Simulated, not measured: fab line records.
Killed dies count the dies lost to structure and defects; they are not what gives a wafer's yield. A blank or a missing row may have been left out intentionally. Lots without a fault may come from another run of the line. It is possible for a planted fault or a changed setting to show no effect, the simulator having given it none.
fab line records ; flow gf180mcu
[record] lots = 13; wafers = 39; last_day = 34
route steps=602 shown SALICIDE@286 CONTACT@305 M1@321 V1@337
lots untouched by any fault: they come from a run of this same line in which no faults occurred
start_h: start of the lot's first displayed wafer, in hours after the record's first day ; wait_h: hours since the lot's step before ; " identical to the entry in the row above ; L1.1+2: a single row standing in for several wafers ; - no value, or no start was given ; * or withheld: withheld ; < > ~ a bound
route shown NAME@n: names a module that has steps shown in the file, with the first one's number in the route ; usual: mean/standard deviation of fault-free wafers ; same: alike in all rows ; chamber/n: place in a boat ; sites: readings site by site ; _std_site: the standard deviation of these ; _edge_site: outer sites' mean less inner sites' ; radius_mm: for every site, how far away it sits from the centre of the wafer ; mask NAME#n: copy n ; behind: the most recent tool/chamber to have shaped the wafer ; hold: what put the lot on hold/how long, in hours/how the hold closed ; device: the transistor (n, p or np) that didn't switch ; end of line: the route-end tests of the same wafers ; a step given without rows: its recipe and nothing more ; killed: at the first sort, the dies lost to defects and structure; wafer yield is something else ; map: the dies of a wafer, with x for killed, . for not killed, _ for no die there
set.NAME: the setting that was run; set.NAME@STEP: the one run at that earlier step ; model.NAME: the simulator's own value behind a step, which no gauge read
steps of the route over a sample of lots; a table a step, a row a wafer
services: from which hour (start_h, from the record's first day; less than 0 if before it) a tool's chamber was out of use, for how many hours, and why
[[steps]]
[step GF_SALICIDE_RTA_08]
[recipe] temp_c = 800; time_s = 30; ambient = N2
[usual] lamp_power_pct = 16.1/0.4; wafer_temp_C_max = 803.5/0.82
lot.wafer;tool;chamber;start_h;wait_h;lamp_power_pct;wafer_temp_C_max
L465.1;rtp_anneal-01;0;348.94;0.0;15.7;803.3
L465.3;rtp_anneal-01;0;348.94;0.0;15.6;803.0
L465.6;rtp_anneal-01;0;348.94;0.0;15.7;805.0
L466.2;rtp_anneal-01;0;359.66;0.0;15.7;804.5
L466.3;rtp_anneal-01;0;359.66;0.0;15.7;803.4
L466.4;rtp_anneal-01;0;359.66;0.0;15.7;803.6
L467.2;rtp_anneal-02;0;370.74;0.0;16.5;803.4
L467.3;rtp_anneal-02;0;370.74;0.0;16.5;803.4
L467.5;rtp_anneal-02;0;370.74;0.0;16.5;803.4
L468.1;rtp_anneal-01;0;376.24;0.0;15.7;803.6
L468.2;rtp_anneal-01;0;376.24;0.0;15.7;805.7
L468.6;rtp_anneal-01;0;376.24;0.0;15.7;803.4
L469.3;rtp_anneal-01;0;389.13;0.1;15.6;803.7
L469.5;rtp_anneal-01;0;389.13;0.1;15.7;803.4
L469.6;rtp_anneal-01;0;389.13;0.1;15.7;803.4
L470.3;rtp_anneal-02;0;399.73;0.0;16.5;802.9
L470.4;rtp_anneal-02;0;399.73;0.0;16.5;803.3
L470.5;rtp_anneal-02;0;399.73;0.0;16.5;803.1
L472.2;rtp_anneal-01;0;411.01;0.0;15.7;803.1
L472.3;rtp_anneal-01;0;411.01;0.0;15.7;803.5
L472.6;rtp_anneal-01;0;411.01;0.0;15.7;803.0
L473.1;rtp_anneal-02;0;422.53;0.0;16.5;802.4
L473.5;rtp_anneal-02;0;422.53;0.0;16.5;801.9
L473.6;rtp_anneal-02;0;422.53;0.0;16.5;802.9
L474.2;rtp_anneal-02;0;432.74;0.0;16.5;802.8
L474.4;rtp_anneal-02;0;432.74;0.0;16.5;802.7
L474.6;rtp_anneal-02;0;432.74;0.0;16.5;802.9
L479.3;rtp_anneal-02;0;473.30;0.0;16.5;802.8
L479.4;rtp_anneal-02;0;473.30;0.0;16.5;802.7
L479.6;rtp_anneal-02;0;473.30;0.0;16.5;803.0
L480.1;rtp_anneal-02;0;478.27;0.0;16.5;802.4
L480.2;rtp_anneal-02;0;478.27;0.0;16.5;802.3
L480.3;rtp_anneal-02;0;478.27;0.0;16.5;802.5
L486.1;rtp_anneal-02;0;531.79;0.0;16.5;803.7
L486.2;rtp_anneal-02;0;531.79;0.0;16.5;803.1
L486.6;rtp_anneal-02;0;531.79;0.0;16.5;803.0
L487.3;rtp_anneal-02;0;532.34;0.0;16.5;802.8
L487.4;rtp_anneal-02;0;532.34;0.0;16.5;804.1
L487.5;rtp_anneal-02;0;532.34;0.0;16.5;802.0
[step GF_CONTACT_STRIP_18]
[recipe] chemistry = O2/N2; power_w = 1400; pressure_mtorr = 1500; platen_temp_c = 250; o2_flow_sccm = 3000; n2_flow_sccm = 300; overash_fraction = 0.5
[usual] drypump_motor_current_A = 5.5/0.33; heater_power_w = 349/37; n2_flow_sccm = 299.8/0.87; oes_product_au = 0.580/0.0052
lot.wafer;tool;chamber;start_h;wait_h;drypump_motor_current_A;heater_power_w;n2_flow_sccm;oes_product_au;rf_hours_counter_h
L465.1;plasma_asher-03;1;372.12;-;5.1;322;301.3;0.588;26
L465.3;plasma_asher-03;0;372.12;-;5.4;356;298.5;0.584;-
L465.6;plasma_asher-03;0;372.12;-;5.3;356;301.6;0.585;-
L466.2;plasma_asher-02;1;383.09;-;5.7;326;300.6;0.583;61
L466.3;plasma_asher-02;0;383.09;-;5.9;361;299.7;0.587;-
L466.4;plasma_asher-02;1;383.09;-;5.7;335;300.1;0.579;-
L467.2;plasma_asher-03;1;395.41;-;5.1;329;299.8;0.581;28
L467.3;plasma_asher-03;0;395.41;-;5.4;345;299.2;0.570;-
L467.5;plasma_asher-03;1;395.41;-;5.1;326;299.9;0.586;-
L468.1;plasma_asher-02;1;399.96;-;5.7;332;299.9;0.582;63
L468.2;plasma_asher-02;0;399.96;-;5.9;366;300.1;0.582;63
L468.6;plasma_asher-02;0;399.96;-;5.9;369;300.0;0.579;-
L469.3;plasma_asher-04;0;413.89;-;5.0;300;300.6;0.575;-
L469.5;plasma_asher-04;1;413.89;-;5.2;435;300.0;0.583;-
L469.6;plasma_asher-04;0;413.89;-;5.1;294;300.0;0.582;-
L470.3;plasma_asher-02;0;423.92;-;5.9;366;299.5;0.585;-
L470.4;plasma_asher-02;1;423.92;-;5.7;326;300.0;0.587;-
L470.5;plasma_asher-02;1;423.92;-;5.7;334;300.6;0.574;-
L472.2;plasma_asher-04;0;436.04;-;5.0;303;302.3;0.580;1
L472.3;plasma_asher-04;1;436.04;-;5.2;433;300.4;0.575;-
L472.6;plasma_asher-04;1;436.04;-;5.2;444;301.5;0.585;-
L473.1;plasma_asher-04;0;447.71;-;5.0;307;299.7;0.579;2
L473.5;plasma_asher-04;1;447.71;-;5.2;437;300.5;0.576;-
L473.6;plasma_asher-04;0;447.71;-;5.0;305;300.3;0.575;-
L474.2;plasma_asher-03;1;457.59;-;5.1;326;300.6;0.586;34
L474.4;plasma_asher-03;1;457.59;-;5.1;324;300.7;0.580;-
L474.6;plasma_asher-03;1;457.59;-;5.1;335;299.9;0.579;-
L479.3;plasma_asher-03;1;498.02;-;5.1;338;300.5;0.583;-
L479.4;plasma_asher-03;0;498.02;-;5.4;352;299.5;0.581;-
L479.6;plasma_asher-03;1;498.02;-;5.1;331;299.6;0.587;-
L480.1;plasma_asher-02;1;502.59;-;5.7;330;301.1;0.565;74
L480.2;plasma_asher-02;0;502.59;-;5.9;361;301.0;0.580;74
L480.3;plasma_asher-02;0;502.59;-;5.9;372;300.1;0.576;-
L486.1;plasma_asher-04;0;555.16;-;5.0;308;300.7;0.583;13
L486.2;plasma_asher-04;1;555.16;-;5.2;429;300.0;0.582;13
L486.6;plasma_asher-04;1;555.16;-;5.2;430;300.8;0.573;-
L487.3;plasma_asher-02;0;555.54;-;5.9;363;300.7;0.574;-
L487.4;plasma_asher-02;1;555.54;-;5.7;329;298.3;0.585;-
L487.5;plasma_asher-02;1;555.54;-;5.7;336;301.0;0.580;-
[step GF_M1_THK_MEAS_06]
[recipe] thk_meas_gauge = xrf; reads = AlCu_of_M1_SPUTTER_02
[usual] M1_ALCU_THK = 443/6.7
lot.wafer;tool;chamber;start_h;wait_h;M1_ALCU_THK[nm]
L465.1;film_metro-03;-;373.44;0.1;444
L465.3;film_metro-03;-;373.44;0.1;440
L465.6;film_metro-03;-;373.44;0.1;441
L466.2;film_metro-03;-;384.42;0.1;452
L466.3;film_metro-03;-;384.42;0.1;451
L466.4;film_metro-03;-;384.42;0.1;447
L467.2;film_metro-04;-;396.74;0.1;445
L467.3;film_metro-04;-;396.74;0.1;444
L467.5;film_metro-04;-;396.74;0.1;447
L468.1;film_metro-04;-;401.40;0.1;439
L468.2;film_metro-04;-;401.40;0.1;446
L468.6;film_metro-04;-;401.40;0.1;439
L469.3;film_metro-04;-;415.21;0.1;450
L469.5;film_metro-04;-;415.21;0.1;447
L469.6;film_metro-04;-;415.21;0.1;454
L470.3;film_metro-04;-;425.25;0.1;436
L470.4;film_metro-04;-;425.25;0.1;444
L470.5;film_metro-04;-;425.25;0.1;439
L472.2;film_metro-02;-;437.37;0.1;433
L472.3;film_metro-02;-;437.37;0.1;434
L472.6;film_metro-02;-;437.37;0.1;437
L473.1;film_metro-04;-;449.04;0.1;454
L473.5;film_metro-04;-;449.04;0.1;456
L473.6;film_metro-04;-;449.04;0.1;449
L474.2;film_metro-02;-;458.93;0.1;447
L474.4;film_metro-02;-;458.93;0.1;450
L474.6;film_metro-02;-;458.93;0.1;447
L479.3;film_metro-02;-;499.36;0.1;443
L479.4;film_metro-02;-;499.36;0.1;442
L479.6;film_metro-02;-;499.36;0.1;442
L480.1;film_metro-03;-;503.93;0.1;438
L480.2;film_metro-03;-;503.93;0.1;439
L480.3;film_metro-03;-;503.93;0.1;442
L486.1;film_metro-02;-;556.47;0.1;446
L486.2;film_metro-02;-;556.47;0.1;441
L486.6;film_metro-02;-;556.47;0.1;444
L487.3;film_metro-02;-;556.84;0.1;441
L487.4;film_metro-02;-;556.84;0.1;442
L487.5;film_metro-02;-;556.84;0.1;441
[step GF_V1_CVD_02]
[recipe] material = SiO2; target_thk_nm = 850; precursor = TEOS; temp_c = 400; time_s = 94.851; rf_w = 600
[usual] heater_power_w = 699/130; rf_fwd_power_W = 596.3/2.2; run_length_s = 122.7/0.49
lot.wafer;tool;chamber;start_h;wait_h;heater_power_w;rf_fwd_power_W;run_length_s
L465.1;pecvd-02;1;397.46;0.1;861;597.7;121.7
L465.3;pecvd-02;2;397.46;0.1;653;598.1;122.7
L465.6;pecvd-02;1;397.46;0.1;927;601.5;121.7
L466.2;pecvd-02;1;407.78;0.0;915;597.5;121.8
L466.3;pecvd-02;0;407.78;0.0;917;593.7;122.9
L466.4;pecvd-02;0;407.78;0.0;779;596.2;123.1
L467.2;pecvd-01;2;420.29;0.0;633;596.2;122.9
L467.3;pecvd-01;0;420.29;0.0;656;596.1;122.1
L467.5;pecvd-01;1;420.29;0.0;626;598.3;122.7
L468.1;pecvd-02;0;425.93;0.1;865;594.8;123.3
L468.2;pecvd-02;2;425.93;0.1;646;599.7;122.9
L468.6;pecvd-02;2;425.93;0.1;671;599.5;123.0
L469.3;pecvd-03;2;440.30;0.0;605;593.6;122.4
L469.5;pecvd-03;2;440.30;0.0;661;593.6;122.5
L469.6;pecvd-03;0;440.30;0.0;584;599.6;122.8
L470.3;pecvd-02;0;449.95;0.0;859;596.7;123.1
L470.4;pecvd-02;2;449.95;0.0;661;598.5;122.9
L470.5;pecvd-02;1;449.95;0.0;781;598.4;122.0
L472.2;pecvd-01;0;462.46;0.0;713;595.7;122.5
L472.3;pecvd-01;1;462.46;0.0;739;596.4;122.8
L472.6;pecvd-01;0;462.46;0.0;560;599.1;122.6
L473.1;pecvd-01;2;474.11;0.1;640;598.2;123.2
L473.5;pecvd-01;1;474.11;0.1;616;597.0;123.6
L473.6;pecvd-01;2;474.11;0.1;506;595.0;122.8
L474.2;pecvd-02;2;483.75;0.0;676;595.0;122.7
L474.4;pecvd-02;2;483.75;0.0;686;596.1;122.6
L474.6;pecvd-02;0;483.75;0.0;743;590.7;123.9
L479.3;pecvd-02;1;523.55;0.0;956;597.4;124.4
L479.4;pecvd-02;2;523.55;0.0;558;594.9;125.0
L479.6;pecvd-02;1;523.55;0.0;791;598.2;124.8
L480.1;pecvd-02;2;527.74;0.1;661;593.4;124.9
L480.2;pecvd-02;1;527.74;0.1;908;596.7;124.6
L480.3;pecvd-02;0;527.74;0.1;873;596.7;125.4
L486.1;pecvd-01;0;578.91;0.1;619;596.5;122.5
L486.2;pecvd-01;1;578.91;0.1;765;599.8;123.0
L486.6;pecvd-01;2;578.91;0.1;513;595.6;122.8
L487.3;pecvd-03;0;579.04;0.0;605;597.0;122.3
L487.4;pecvd-03;1;579.04;0.0;539;595.3;122.9
L487.5;pecvd-03;0;579.04;0.0;463;594.2;122.3
[[services]]
tool;chamber;start_h;hours;kind
plasma_asher-02;-;331.02;4.3;repair
pecvd-03;-;338.08;4.4;repair
plasma_asher-04;-;347.79;2.5;repair
pecvd-03;-;351.29;0.5;repair
pecvd-01;-;368.88;14.0;pm
pecvd-01;0;368.88;14.0;vent_cycle
pecvd-01;1;368.88;14.0;vent_cycle
pecvd-01;2;368.88;14.0;vent_cycle
pecvd-01;0;382.88;-;clean
pecvd-01;1;382.88;-;clean
pecvd-01;2;382.88;-;clean
pecvd-01;2;412.24;1.8;repair
plasma_asher-04;-;421.25;9.0;pm
plasma_asher-04;0;421.25;9.0;vent_cycle
plasma_asher-04;1;421.25;9.0;vent_cycle
pecvd-03;1;425.98;11.7;repair
pecvd-02;1;428.01;4.6;repair
pecvd-01;0;450.43;4.5;repair
pecvd-01;-;465.74;0.8;pm
plasma_asher-02;-;472.44;1.8;repair
pecvd-02;-;482.03;0.5;repair
plasma_asher-04;-;491.10;2.8;pm
plasma_asher-04;-;494.74;0.9;repair
pecvd-02;-;558.79;0.7;repair
[[key]]
[first_sign] step = GF_V1_CVD_02; reading = run_length_s; direction = up; sigmas = 4.5; usual = *; struck = *
effect none on later readings
met_at GF_V1_CVD_02
struck_lots L479,L480
not_acting_at GF_SALICIDE_RTA_08,GF_CONTACT_STRIP_18,GF_M1_THK_MEAS_06
onset_between 483.75 523.55
[fault] kind = process_parameter_drift; tool = pecvd-02; chamber = -; onset_h = 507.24; steps = GF_V1_CVD_02; channel = time_s; offset = *; shape = step; end_h = 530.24; acts_in = *; stated = *
